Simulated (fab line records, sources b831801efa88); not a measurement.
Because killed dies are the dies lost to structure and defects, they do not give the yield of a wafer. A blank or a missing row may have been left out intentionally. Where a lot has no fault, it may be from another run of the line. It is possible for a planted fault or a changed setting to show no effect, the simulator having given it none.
fab line records / flow sfqLine
[record] lots = 14 wafers = 40 lastDay = 80
route steps=325 shown I6@279 M7@291 I7@297 M8@325
lots untouched by any fault: they come from a run of this same line in which no faults occurred
startH: start of the lot's first displayed wafer, in hours after the record's first day / waitH: hours elapsed since this lot's preceding step / " the same as in the row above / L1.1+2: a row that stands for several wafers / - no value present, or no start provided / * or withheld: withheld / < > ~ a bound
route shown NAME@n: NAME is a module with steps in the file, n the number in the route of the first one / usual: mean/standard deviation of fault-free wafers / same: alike in all rows / chamber/n: place in a boat / sites: per-site readings / _std_site: how widely they spread, as a standard deviation / _edge_site: the outer-site mean with the inner-site mean subtracted / radiusMm: for every site, how far away it sits from the centre of the wafer / mask NAME#n: copy n / behind: the tool/chamber that last shaped the wafer / hold: why the lot was held/for how many hours/how that ended / device: transistor that didn't switch, given as n, p or np / end of line: tests of these same wafers at the route's end / a step without rows: its recipe alone / killed: dies lost to structure and defects at the first sort, not the wafer's yield / map: dies across one wafer; x = killed, . = not, _ = none there
set.NAME: the setting that was run; set.NAME@STEP: the one run at that earlier step / model.NAME: the simulator's own value behind a step, which no gauge read
a sample of lots followed through the steps of the route, with each step as a table and each wafer as a row
services: a tool's chamber out of use, with start hour (startH, from the record's first day; less than 0 if before it), hours out, and reason
[[steps]]
[step SFQ_TRILAYER_I6_VIA_STRIP_STRIP_173]
[recipe] gas = O2 powerW = 200 platenTempC = 40 overashFraction = 0.65 chemistry = O2 pressureMtorr = 50
[usual] chamberPressureMTorr = 50.00/0.048 drypumpMotorCurrentA = 5.8/0.62 oesProductAu = 1.003/0.0095
lot.wafer=L173.2 tool=rieMetal-02 chamber=1 startH=1548.30 waitH=- chamberPressureMTorr=49.92 drypumpMotorCurrentA=6.3 oesProductAu=0.989 rfHoursCounterH=2
lot.wafer=L173.3 tool=rieMetal-02 chamber=0 startH=1548.30 waitH=- chamberPressureMTorr=50.01 drypumpMotorCurrentA=6.5 oesProductAu=1.010 rfHoursCounterH=-
lot.wafer=L173.6 tool=rieMetal-02 chamber=1 startH=1548.30 waitH=- chamberPressureMTorr=49.98 drypumpMotorCurrentA=6.3 oesProductAu=1.000 rfHoursCounterH=-
lot.wafer=L174.1 tool=rieMetal-03 chamber=0 startH=1592.70 waitH=- chamberPressureMTorr=50.05 drypumpMotorCurrentA=5.5 oesProductAu=1.010 rfHoursCounterH=47
lot.wafer=L174.4 tool=rieMetal-03 chamber=1 startH=1592.70 waitH=- chamberPressureMTorr=50.04 drypumpMotorCurrentA=6.1 oesProductAu=1.001 rfHoursCounterH=-
lot.wafer=L174.6 tool=rieMetal-03 chamber=1 startH=1592.70 waitH=- chamberPressureMTorr=49.98 drypumpMotorCurrentA=6.1 oesProductAu=0.992 rfHoursCounterH=-
lot.wafer=L175.1 tool=rieMetal-03 chamber=0 startH=1683.94 waitH=- chamberPressureMTorr=50.03 drypumpMotorCurrentA=5.4 oesProductAu=1.012 rfHoursCounterH=58
lot.wafer=L175.3 tool=rieMetal-03 chamber=1 startH=1683.94 waitH=- chamberPressureMTorr=50.02 drypumpMotorCurrentA=6.1 oesProductAu=0.982 rfHoursCounterH=-
lot.wafer=L175.5 tool=rieMetal-03 chamber=1 startH=1683.94 waitH=- chamberPressureMTorr=50.00 drypumpMotorCurrentA=6.1 oesProductAu=0.987 rfHoursCounterH=-
lot.wafer=L176.2 tool=rieMetal-04 chamber=0 startH=1685.14 waitH=- chamberPressureMTorr=49.99 drypumpMotorCurrentA=5.7 oesProductAu=1.014 rfHoursCounterH=35
lot.wafer=L176.4 tool=rieMetal-04 chamber=1 startH=1685.14 waitH=- chamberPressureMTorr=50.02 drypumpMotorCurrentA=4.8 oesProductAu=1.021 rfHoursCounterH=-
lot.wafer=L176.5 tool=rieMetal-04 chamber=1 startH=1685.14 waitH=- chamberPressureMTorr=49.98 drypumpMotorCurrentA=4.8 oesProductAu=1.022 rfHoursCounterH=-
lot.wafer=L177.1 tool=rieMetal-04 chamber=0 startH=1731.94 waitH=- chamberPressureMTorr=50.04 drypumpMotorCurrentA=5.7 oesProductAu=1.003 rfHoursCounterH=44
lot.wafer=L177.3 tool=rieMetal-04 chamber=0 startH=1731.94 waitH=- chamberPressureMTorr=49.97 drypumpMotorCurrentA=5.6 oesProductAu=1.002 rfHoursCounterH=-
lot.wafer=L177.4 tool=rieMetal-04 chamber=1 startH=1731.94 waitH=- chamberPressureMTorr=49.95 drypumpMotorCurrentA=4.7 oesProductAu=1.006 rfHoursCounterH=-
lot.wafer=L178.2 tool=rieMetal-02 chamber=1 startH=1741.54 waitH=- chamberPressureMTorr=50.05 drypumpMotorCurrentA=6.3 oesProductAu=0.999 rfHoursCounterH=29
lot.wafer=L178.4 tool=rieMetal-02 chamber=0 startH=1741.54 waitH=- chamberPressureMTorr=50.08 drypumpMotorCurrentA=6.5 oesProductAu=1.007 rfHoursCounterH=-
lot.wafer=L178.6 tool=rieMetal-02 chamber=0 startH=1741.54 waitH=- chamberPressureMTorr=49.87 drypumpMotorCurrentA=6.5 oesProductAu=1.003 rfHoursCounterH=-
lot.wafer=L180.1 tool=rieMetal-02 chamber=1 startH=1747.54 waitH=- chamberPressureMTorr=50.04 drypumpMotorCurrentA=6.3 oesProductAu=1.001 rfHoursCounterH=31
lot.wafer=L180.4 tool=rieMetal-02 chamber=0 startH=1747.54 waitH=- chamberPressureMTorr=49.95 drypumpMotorCurrentA=6.6 oesProductAu=1.009 rfHoursCounterH=-
lot.wafer=L180.5 tool=rieMetal-02 chamber=1 startH=1747.54 waitH=- chamberPressureMTorr=50.03 drypumpMotorCurrentA=6.3 oesProductAu=0.999 rfHoursCounterH=-
lot.wafer=L181.2 tool=rieMetal-04 chamber=1 startH=1748.74 waitH=- chamberPressureMTorr=49.94 drypumpMotorCurrentA=4.8 oesProductAu=1.001 rfHoursCounterH=30
lot.wafer=L181.4 tool=rieMetal-04 chamber=1 startH=1748.74 waitH=- chamberPressureMTorr=50.02 drypumpMotorCurrentA=4.7 oesProductAu=0.998 rfHoursCounterH=-
lot.wafer=L181.5 tool=rieMetal-04 chamber=1 startH=1748.74 waitH=- chamberPressureMTorr=50.03 drypumpMotorCurrentA=4.8 oesProductAu=1.005 rfHoursCounterH=-
lot.wafer=L182.1 tool=rieMetal-02 chamber=0 startH=1749.94 waitH=- chamberPressureMTorr=49.95 drypumpMotorCurrentA=6.5 oesProductAu=0.998 rfHoursCounterH=139
lot.wafer=L182.2 tool=rieMetal-02 chamber=1 startH=1749.94 waitH=- chamberPressureMTorr=49.96 drypumpMotorCurrentA=6.3 oesProductAu=0.994 rfHoursCounterH=31
lot.wafer=L182.5 tool=rieMetal-02 chamber=0 startH=1749.94 waitH=- chamberPressureMTorr=50.03 drypumpMotorCurrentA=6.5 oesProductAu=0.998 rfHoursCounterH=-
lot.wafer=L185.1 tool=rieMetal-04 chamber=0 startH=1763.14 waitH=- chamberPressureMTorr=49.94 drypumpMotorCurrentA=5.7 oesProductAu=1.016 rfHoursCounterH=50
lot.wafer=L185.5 tool=rieMetal-04 chamber=0 startH=1763.14 waitH=- chamberPressureMTorr=49.96 drypumpMotorCurrentA=5.6 oesProductAu=1.010 rfHoursCounterH=-
lot.wafer=L185.6 tool=rieMetal-04 chamber=1 startH=1763.14 waitH=- chamberPressureMTorr=50.07 drypumpMotorCurrentA=4.7 oesProductAu=1.008 rfHoursCounterH=-
lot.wafer=L186.3 tool=rieMetal-03 chamber=1 startH=1764.66 waitH=- chamberPressureMTorr=50.03 drypumpMotorCurrentA=6.1 oesProductAu=0.995 rfHoursCounterH=-
lot.wafer=L186.4 tool=rieMetal-03 chamber=0 startH=1764.66 waitH=- chamberPressureMTorr=50.07 drypumpMotorCurrentA=5.5 oesProductAu=1.006 rfHoursCounterH=-
lot.wafer=L186.6 tool=rieMetal-03 chamber=0 startH=1764.66 waitH=- chamberPressureMTorr=50.01 drypumpMotorCurrentA=5.5 oesProductAu=0.992 rfHoursCounterH=-
lot.wafer=L187.2 tool=rieMetal-04 chamber=0 startH=1765.54 waitH=- chamberPressureMTorr=50.04 drypumpMotorCurrentA=5.7 oesProductAu=1.013 rfHoursCounterH=50
lot.wafer=L187.3 tool=rieMetal-04 chamber=1 startH=1765.54 waitH=- chamberPressureMTorr=50.00 drypumpMotorCurrentA=4.7 oesProductAu=1.018 rfHoursCounterH=-
lot.wafer=L187.6 tool=rieMetal-04 chamber=0 startH=1765.54 waitH=- chamberPressureMTorr=49.96 drypumpMotorCurrentA=5.7 oesProductAu=1.013 rfHoursCounterH=-
lot.wafer=L190.1 tool=rieMetal-02 chamber=1 startH=1776.59 waitH=- chamberPressureMTorr=49.90 drypumpMotorCurrentA=6.3 oesProductAu=0.996 rfHoursCounterH=37
lot.wafer=L190.2 tool=rieMetal-02 chamber=1 startH=1776.59 waitH=- chamberPressureMTorr=50.03 drypumpMotorCurrentA=6.3 oesProductAu=0.992 rfHoursCounterH=-
lot.wafer=L190.5 tool=rieMetal-02 chamber=1 startH=1776.59 waitH=- chamberPressureMTorr=49.97 drypumpMotorCurrentA=6.3 oesProductAu=1.002 rfHoursCounterH=-
lot.wafer=L192.6 tool=rieMetal-02 chamber=1 startH=1782.14 waitH=- chamberPressureMTorr=49.96 drypumpMotorCurrentA=6.3 oesProductAu=1.000 rfHoursCounterH=-
[step SFQ_M7_OVL_MEAS_945]
[usual] M7_OVL = 2/5
lot.wafer=L173.2 tool=overlay-01 chamber=- startH=1654.98 waitH=0.1 M7_OVL[nm]=5
lot.wafer=L173.3 tool=overlay-01 chamber=- startH=1654.98 waitH=0.1 M7_OVL[nm]=2
lot.wafer=L173.6 tool=overlay-01 chamber=- startH=1654.98 waitH=0.1 M7_OVL[nm]=1
lot.wafer=L174.1 tool=overlay-01 chamber=- startH=1683.77 waitH=0.1 M7_OVL[nm]=0
lot.wafer=L174.4 tool=overlay-01 chamber=- startH=1683.77 waitH=0.1 M7_OVL[nm]=4
lot.wafer=L174.6 tool=overlay-01 chamber=- startH=1683.77 waitH=0.1 M7_OVL[nm]=3
lot.wafer=L175.1 tool=overlay-01 chamber=- startH=1760.37 waitH=0.1 M7_OVL[nm]=4
lot.wafer=L175.3 tool=overlay-01 chamber=- startH=1760.37 waitH=0.1 M7_OVL[nm]=2
lot.wafer=L175.5 tool=overlay-01 chamber=- startH=1760.37 waitH=0.1 M7_OVL[nm]=0
lot.wafer=L176.2 tool=overlay-01 chamber=- startH=1762.78 waitH=0.1 M7_OVL[nm]=1
lot.wafer=L176.4 tool=overlay-01 chamber=- startH=1762.78 waitH=0.1 M7_OVL[nm]=-3
lot.wafer=L176.5 tool=overlay-01 chamber=- startH=1762.78 waitH=0.1 M7_OVL[nm]=4
lot.wafer=L177.1 tool=overlay-02 chamber=- startH=1818.05 waitH=0.1 M7_OVL[nm]=5
lot.wafer=L177.3 tool=overlay-02 chamber=- startH=1818.05 waitH=0.1 M7_OVL[nm]=-5
lot.wafer=L177.4 tool=overlay-02 chamber=- startH=1818.05 waitH=0.1 M7_OVL[nm]=-10
lot.wafer=L178.2 tool=overlay-02 chamber=- startH=1825.26 waitH=0.1 M7_OVL[nm]=-1
lot.wafer=L178.4 tool=overlay-02 chamber=- startH=1825.26 waitH=0.1 M7_OVL[nm]=9
lot.wafer=L178.6 tool=overlay-02 chamber=- startH=1825.26 waitH=0.1 M7_OVL[nm]=7
lot.wafer=L180.1 tool=overlay-02 chamber=- startH=1832.58 waitH=0.1 M7_OVL[nm]=-1
lot.wafer=L180.4 tool=overlay-02 chamber=- startH=1832.58 waitH=0.1 M7_OVL[nm]=2
lot.wafer=L180.5 tool=overlay-02 chamber=- startH=1832.58 waitH=0.1 M7_OVL[nm]=3
lot.wafer=L181.2 tool=overlay-01 chamber=- startH=1833.78 waitH=0.1 M7_OVL[nm]=15
lot.wafer=L181.4 tool=overlay-01 chamber=- startH=1833.78 waitH=0.1 M7_OVL[nm]=13
lot.wafer=L181.5 tool=overlay-01 chamber=- startH=1833.78 waitH=0.1 M7_OVL[nm]=8
lot.wafer=L182.1 tool=overlay-01 chamber=- startH=1834.98 waitH=0.1 M7_OVL[nm]=10
lot.wafer=L182.2 tool=overlay-01 chamber=- startH=1834.98 waitH=0.1 M7_OVL[nm]=7
lot.wafer=L182.5 tool=overlay-01 chamber=- startH=1834.98 waitH=0.1 M7_OVL[nm]=7
lot.wafer=L185.1 tool=overlay-01 chamber=- startH=1848.18 waitH=0.1 M7_OVL[nm]=7
lot.wafer=L185.5 tool=overlay-01 chamber=- startH=1848.18 waitH=0.1 M7_OVL[nm]=10
lot.wafer=L185.6 tool=overlay-01 chamber=- startH=1848.18 waitH=0.1 M7_OVL[nm]=9
lot.wafer=L186.3 tool=overlay-01 chamber=- startH=1849.39 waitH=0.1 M7_OVL[nm]=-1
lot.wafer=L186.4 tool=overlay-01 chamber=- startH=1849.39 waitH=0.1 M7_OVL[nm]=2
lot.wafer=L186.6 tool=overlay-01 chamber=- startH=1849.39 waitH=0.1 M7_OVL[nm]=-1
lot.wafer=L187.2 tool=overlay-01 chamber=- startH=1851.78 waitH=0.1 M7_OVL[nm]=-7
lot.wafer=L187.3 tool=overlay-01 chamber=- startH=1851.78 waitH=0.1 M7_OVL[nm]=-10
lot.wafer=L187.6 tool=overlay-01 chamber=- startH=1851.78 waitH=0.1 M7_OVL[nm]=-18
lot.wafer=L190.1 tool=overlay-01 chamber=- startH=1866.18 waitH=0.1 M7_OVL[nm]=7
lot.wafer=L190.2 tool=overlay-01 chamber=- startH=1866.18 waitH=0.1 M7_OVL[nm]=12
lot.wafer=L190.5 tool=overlay-01 chamber=- startH=1866.18 waitH=0.1 M7_OVL[nm]=2
lot.wafer=L192.6 tool=overlay-01 chamber=- startH=1872.21 waitH=0.0 M7_OVL[nm]=3
[step SFQ_TRILAYER_I7_CMP_CMP_184]
[recipe] material = SiO2 downForcePsi = 3 platenRpm = 60 padVelocityMS = 0.94248
[usual] edgeZonePressureFrac = 1.001/0.0053 motorCurrentA = 10.5/0.86 timeToEndpointS = 218/8.9
lot.wafer=L173.2 tool=cmp-01 chamber=3 startH=1656.73 waitH=0.7 edgeZonePressureFrac=0.994 motorCurrentA=9.3 timeToEndpointS=219
lot.wafer=L173.3 tool=cmp-01 chamber=0 startH=1656.73 waitH=0.7 edgeZonePressureFrac=1.004 motorCurrentA=9.8 timeToEndpointS=209
lot.wafer=L173.6 tool=cmp-01 chamber=2 startH=1658.23 waitH=2.2 edgeZonePressureFrac=0.997 motorCurrentA=10.5 timeToEndpointS=217
lot.wafer=L174.4 tool=cmp-02 chamber=3 startH=1684.84 waitH=0.0 edgeZonePressureFrac=1.004 motorCurrentA=10.3 timeToEndpointS=205
lot.wafer=L174.1 tool=cmp-02 chamber=0 startH=1684.84 waitH=0.0 edgeZonePressureFrac=1.019 motorCurrentA=11.1 timeToEndpointS=204
lot.wafer=L174.6 tool=cmp-02 chamber=3 startH=1686.84 waitH=2.0 edgeZonePressureFrac=1.008 motorCurrentA=10.7 timeToEndpointS=203
lot.wafer=L175.1 tool=cmp-01 chamber=1 startH=1768.23 waitH=6.8 edgeZonePressureFrac=1.001 motorCurrentA=9.2 timeToEndpointS=223
lot.wafer=L175.3 tool=cmp-01 chamber=3 startH=1769.23 waitH=7.8 edgeZonePressureFrac=1.014 motorCurrentA=9.4 timeToEndpointS=219
lot.wafer=L175.5 tool=cmp-01 chamber=2 startH=1770.73 waitH=9.3 edgeZonePressureFrac=0.999 motorCurrentA=10.5 timeToEndpointS=233
lot.wafer=L176.2 tool=cmp-01 chamber=2 startH=1774.23 waitH=10.4 edgeZonePressureFrac=1.007 motorCurrentA=11.1 timeToEndpointS=227
lot.wafer=L176.4 tool=cmp-01 chamber=3 startH=1774.23 waitH=10.4 edgeZonePressureFrac=1.003 motorCurrentA=9.2 timeToEndpointS=234
lot.wafer=L176.5 tool=cmp-01 chamber=2 startH=1776.23 waitH=12.3 edgeZonePressureFrac=1.000 motorCurrentA=11.2 timeToEndpointS=231
lot.wafer=L177.3 tool=cmp-02 chamber=2 startH=1824.86 waitH=5.8 edgeZonePressureFrac=1.000 motorCurrentA=11.3 timeToEndpointS=211
lot.wafer=L177.1 tool=cmp-02 chamber=0 startH=1825.86 waitH=6.8 edgeZonePressureFrac=1.000 motorCurrentA=11.1 timeToEndpointS=218
lot.wafer=L177.4 tool=cmp-02 chamber=1 startH=1825.86 waitH=6.8 edgeZonePressureFrac=0.999 motorCurrentA=10.0 timeToEndpointS=231
lot.wafer=L178.2 tool=cmp-02 chamber=3 startH=1831.86 waitH=5.6 edgeZonePressureFrac=1.006 motorCurrentA=10.4 timeToEndpointS=212
lot.wafer=L178.4 tool=cmp-02 chamber=0 startH=1831.86 waitH=5.6 edgeZonePressureFrac=1.005 motorCurrentA=10.8 timeToEndpointS=227
lot.wafer=L178.6 tool=cmp-02 chamber=2 startH=1833.36 waitH=7.0 edgeZonePressureFrac=0.996 motorCurrentA=11.6 timeToEndpointS=211
lot.wafer=L180.1 tool=cmp-02 chamber=1 startH=1837.36 waitH=3.0 edgeZonePressureFrac=1.002 motorCurrentA=9.7 timeToEndpointS=225
lot.wafer=L180.4 tool=cmp-02 chamber=3 startH=1838.36 waitH=3.9 edgeZonePressureFrac=0.996 motorCurrentA=10.4 timeToEndpointS=213
lot.wafer=L180.5 tool=cmp-02 chamber=0 startH=1838.36 waitH=3.9 edgeZonePressureFrac=0.997 motorCurrentA=11.3 timeToEndpointS=226
lot.wafer=L181.4 tool=cmp-01 chamber=1 startH=1837.64 waitH=2.8 edgeZonePressureFrac=0.999 motorCurrentA=8.9 timeToEndpointS=227
lot.wafer=L181.2 tool=cmp-01 chamber=2 startH=1837.64 waitH=2.8 edgeZonePressureFrac=0.999 motorCurrentA=11.2 timeToEndpointS=219
lot.wafer=L181.5 tool=cmp-01 chamber=1 startH=1839.64 waitH=4.8 edgeZonePressureFrac=0.994 motorCurrentA=9.0 timeToEndpointS=221
lot.wafer=L182.2 tool=cmp-02 chamber=0 startH=1839.86 waitH=3.9 edgeZonePressureFrac=0.993 motorCurrentA=11.4 timeToEndpointS=214
lot.wafer=L182.1 tool=cmp-02 chamber=3 startH=1841.36 waitH=5.4 edgeZonePressureFrac=1.006 motorCurrentA=10.8 timeToEndpointS=213
lot.wafer=L182.5 tool=cmp-02 chamber=0 startH=1841.36 waitH=5.4 edgeZonePressureFrac=0.995 motorCurrentA=11.4 timeToEndpointS=229
lot.wafer=L185.1 tool=cmp-01 chamber=0 startH=1850.75 waitH=1.5 edgeZonePressureFrac=0.998 motorCurrentA=10.1 timeToEndpointS=216
lot.wafer=L185.5 tool=cmp-01 chamber=1 startH=1850.75 waitH=1.5 edgeZonePressureFrac=1.008 motorCurrentA=9.0 timeToEndpointS=220
lot.wafer=L185.6 tool=cmp-01 chamber=2 startH=1850.75 waitH=1.5 edgeZonePressureFrac=0.998 motorCurrentA=11.1 timeToEndpointS=130
lot.wafer=L186.4 tool=cmp-02 chamber=3 startH=1851.63 waitH=1.2 edgeZonePressureFrac=0.997 motorCurrentA=11.1 timeToEndpointS=211
lot.wafer=L186.3 tool=cmp-02 chamber=0 startH=1851.63 waitH=1.2 edgeZonePressureFrac=0.998 motorCurrentA=11.0 timeToEndpointS=217
lot.wafer=L186.6 tool=cmp-02 chamber=3 startH=1853.63 waitH=3.2 edgeZonePressureFrac=0.994 motorCurrentA=10.8 timeToEndpointS=206
lot.wafer=L187.2 tool=cmp-01 chamber=1 startH=1853.85 waitH=1.0 edgeZonePressureFrac=1.000 motorCurrentA=9.0 timeToEndpointS=218
lot.wafer=L187.3 tool=cmp-01 chamber=2 startH=1853.85 waitH=1.0 edgeZonePressureFrac=0.990 motorCurrentA=11.2 timeToEndpointS=219
lot.wafer=L187.6 tool=cmp-01 chamber=3 startH=1853.85 waitH=1.0 edgeZonePressureFrac=1.002 motorCurrentA=9.4 timeToEndpointS=127
lot.wafer=L190.2 tool=cmp-02 chamber=2 startH=1878.29 waitH=11.1 edgeZonePressureFrac=1.000 motorCurrentA=11.4 timeToEndpointS=203
lot.wafer=L190.1 tool=cmp-02 chamber=3 startH=1878.29 waitH=11.1 edgeZonePressureFrac=1.007 motorCurrentA=10.5 timeToEndpointS=201
lot.wafer=L190.5 tool=cmp-02 chamber=0 startH=1878.29 waitH=11.1 edgeZonePressureFrac=1.002 motorCurrentA=11.5 timeToEndpointS=227
lot.wafer=L192.6 tool=cmp-01 chamber=2 startH=1886.49 waitH=13.2 edgeZonePressureFrac=1.001 motorCurrentA=11.0 timeToEndpointS=218
[step SFQ_M8_BOW_MEAS_951]
[recipe] mode = bow
[usual] M8_BOW = 11/11
lot.wafer=L173.2 tool=filmMetro-04 chamber=- startH=1806.00 waitH=0.0 M8_BOW[um]=25
lot.wafer=L173.3 tool=filmMetro-04 chamber=- startH=1806.00 waitH=0.0 M8_BOW[um]=12
lot.wafer=L173.6 tool=filmMetro-04 chamber=- startH=1806.00 waitH=0.0 M8_BOW[um]=13
lot.wafer=L174.1 tool=filmMetro-03 chamber=- startH=1821.58 waitH=0.0 M8_BOW[um]=1
lot.wafer=L174.4 tool=filmMetro-03 chamber=- startH=1821.58 waitH=0.0 M8_BOW[um]=-2
lot.wafer=L174.6 tool=filmMetro-03 chamber=- startH=1821.58 waitH=0.0 M8_BOW[um]=-1
lot.wafer=L175.1 tool=filmMetro-04 chamber=- startH=1833.39 waitH=0.0 M8_BOW[um]=18
lot.wafer=L175.3 tool=filmMetro-04 chamber=- startH=1833.39 waitH=0.0 M8_BOW[um]=24
lot.wafer=L175.5 tool=filmMetro-04 chamber=- startH=1833.39 waitH=0.0 M8_BOW[um]=27
lot.wafer=L176.2 tool=filmMetro-03 chamber=- startH=1835.90 waitH=0.0 M8_BOW[um]=17
lot.wafer=L176.4 tool=filmMetro-03 chamber=- startH=1835.90 waitH=0.0 M8_BOW[um]=25
lot.wafer=L176.5 tool=filmMetro-03 chamber=- startH=1835.90 waitH=0.0 M8_BOW[um]=17
lot.wafer=L177.1 tool=filmMetro-03 chamber=- startH=1842.80 waitH=0.0 M8_BOW[um]=11
lot.wafer=L177.3 tool=filmMetro-03 chamber=- startH=1842.80 waitH=0.0 M8_BOW[um]=19
lot.wafer=L177.4 tool=filmMetro-03 chamber=- startH=1842.80 waitH=0.0 M8_BOW[um]=23
lot.wafer=L178.2 tool=filmMetro-03 chamber=- startH=1844.01 waitH=0.0 M8_BOW[um]=9
lot.wafer=L178.4 tool=filmMetro-03 chamber=- startH=1844.01 waitH=0.0 M8_BOW[um]=16
lot.wafer=L178.6 tool=filmMetro-03 chamber=- startH=1844.01 waitH=0.0 M8_BOW[um]=13
lot.wafer=L180.1 tool=filmMetro-04 chamber=- startH=1851.19 waitH=0.0 M8_BOW[um]=34
lot.wafer=L180.4 tool=filmMetro-04 chamber=- startH=1851.19 waitH=0.0 M8_BOW[um]=34
lot.wafer=L180.5 tool=filmMetro-04 chamber=- startH=1851.19 waitH=0.0 M8_BOW[um]=30
lot.wafer=L181.2 tool=filmMetro-02 chamber=- startH=1853.17 waitH=0.0 M8_BOW[um]=10
lot.wafer=L181.4 tool=filmMetro-02 chamber=- startH=1853.17 waitH=0.0 M8_BOW[um]=14
lot.wafer=L181.5 tool=filmMetro-02 chamber=- startH=1853.17 waitH=0.0 M8_BOW[um]=16
lot.wafer=L182.1 tool=filmMetro-02 chamber=- startH=1854.79 waitH=0.0 M8_BOW[um]=9
lot.wafer=L182.2 tool=filmMetro-02 chamber=- startH=1854.79 waitH=0.0 M8_BOW[um]=10
lot.wafer=L182.5 tool=filmMetro-02 chamber=- startH=1854.79 waitH=0.0 M8_BOW[um]=15
lot.wafer=L185.1 tool=filmMetro-02 chamber=- startH=1861.99 waitH=0.0 M8_BOW[um]=14
lot.wafer=L185.5 tool=filmMetro-02 chamber=- startH=1861.99 waitH=0.0 M8_BOW[um]=4
lot.wafer=L185.6 tool=filmMetro-02 chamber=- startH=1861.99 waitH=0.0 M8_BOW[um]=21
lot.wafer=L186.3 tool=filmMetro-02 chamber=- startH=1864.44 waitH=0.0 M8_BOW[um]=0
lot.wafer=L186.4 tool=filmMetro-02 chamber=- startH=1864.44 waitH=0.0 M8_BOW[um]=6
lot.wafer=L186.6 tool=filmMetro-02 chamber=- startH=1864.44 waitH=0.0 M8_BOW[um]=12
lot.wafer=L187.2 tool=filmMetro-04 chamber=- startH=1868.02 waitH=0.0 M8_BOW[um]=1
lot.wafer=L187.3 tool=filmMetro-04 chamber=- startH=1868.02 waitH=0.0 M8_BOW[um]=-4
lot.wafer=L187.6 tool=filmMetro-04 chamber=- startH=1868.02 waitH=0.0 M8_BOW[um]=-2
lot.wafer=L190.1 tool=filmMetro-04 chamber=- startH=1907.62 waitH=0.0 M8_BOW[um]=0
lot.wafer=L190.2 tool=filmMetro-04 chamber=- startH=1907.62 waitH=0.0 M8_BOW[um]=-1
lot.wafer=L190.5 tool=filmMetro-04 chamber=- startH=1907.62 waitH=0.0 M8_BOW[um]=10
lot.wafer=L192.6 tool=filmMetro-03 chamber=- startH=1912.35 waitH=0.1 M8_BOW[um]=19
[[services]]
tool=rieMetal-03 chamber=- startH=1524.39 hours=0.7 kind=repair
tool=cmp-01 chamber=- startH=1548.26 hours=2.2 kind=repair
tool=rieMetal-04 chamber=- startH=1556.38 hours=14.6 kind=pm
tool=cmp-02 chamber=- startH=1572.67 hours=14.1 kind=repair
tool=rieMetal-03 chamber=- startH=1578.28 hours=2.8 kind=pm
tool=cmp-01 chamber=- startH=1598.38 hours=4.0 kind=pm
tool=cmp-01 chamber=- startH=1612.18 hours=7.7 kind=pm
tool=cmp-01 chamber=- startH=1628.44 hours=1.2 kind=repair
tool=cmp-01 chamber=- startH=1629.77 hours=0.4 kind=repair
tool=cmp-01 chamber=- startH=1666.24 hours=8.2 kind=pm
tool=rieMetal-02 chamber=1 startH=1677.42 hours=5.2 kind=repair
tool=cmp-01 chamber=- startH=1732.12 hours=1.4 kind=repair
tool=rieMetal-04 chamber=- startH=1770.23 hours=1.9 kind=repair
tool=cmp-02 chamber=- startH=1770.54 hours=5.2 kind=pm
tool=rieMetal-04 chamber=- startH=1770.55 hours=0.5 kind=repair
tool=cmp-02 chamber=- startH=1775.72 hours=4.0 kind=pm
tool=cmp-02 chamber=- startH=1777.46 hours=1.1 kind=repair
tool=cmp-02 chamber=- startH=1779.72 hours=- kind=consumableReplace:conditioner
tool=cmp-02 chamber=- startH=1779.72 hours=- kind=consumableReplace:pad
tool=cmp-02 chamber=- startH=1810.45 hours=0.8 kind=repair
tool=rieMetal-02 chamber=- startH=1810.60 hours=1.4 kind=pm
tool=cmp-02 chamber=- startH=1817.39 hours=1.5 kind=repair
tool=cmp-01 chamber=- startH=1858.56 hours=4.4 kind=repair
tool=cmp-02 chamber=- startH=1872.75 hours=4.5 kind=pm
[[key]]
[firstSign] step = SFQ_TRILAYER_I7_CMP_CMP_184 reading = timeToEndpointS direction = down sigmas = 10 usual = * struck = *
effect none on later readings
metAt SFQ_TRILAYER_I7_CMP_CMP_184
struckLots L185,L187
struckWafers L185.6,L187.6
notActingAt SFQ_TRILAYER_I6_VIA_STRIP_STRIP_173,SFQ_M7_OVL_MEAS_945,SFQ_M8_BOW_MEAS_951
[fault] kind = processParameterDrift tool = cmp-01 chamber = - onsetH = 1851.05 steps = SFQ_TRILAYER_I7_CMP_CMP_184 channel = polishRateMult offset = 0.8 shape = step endH = 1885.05 scope = struckWafersOnly
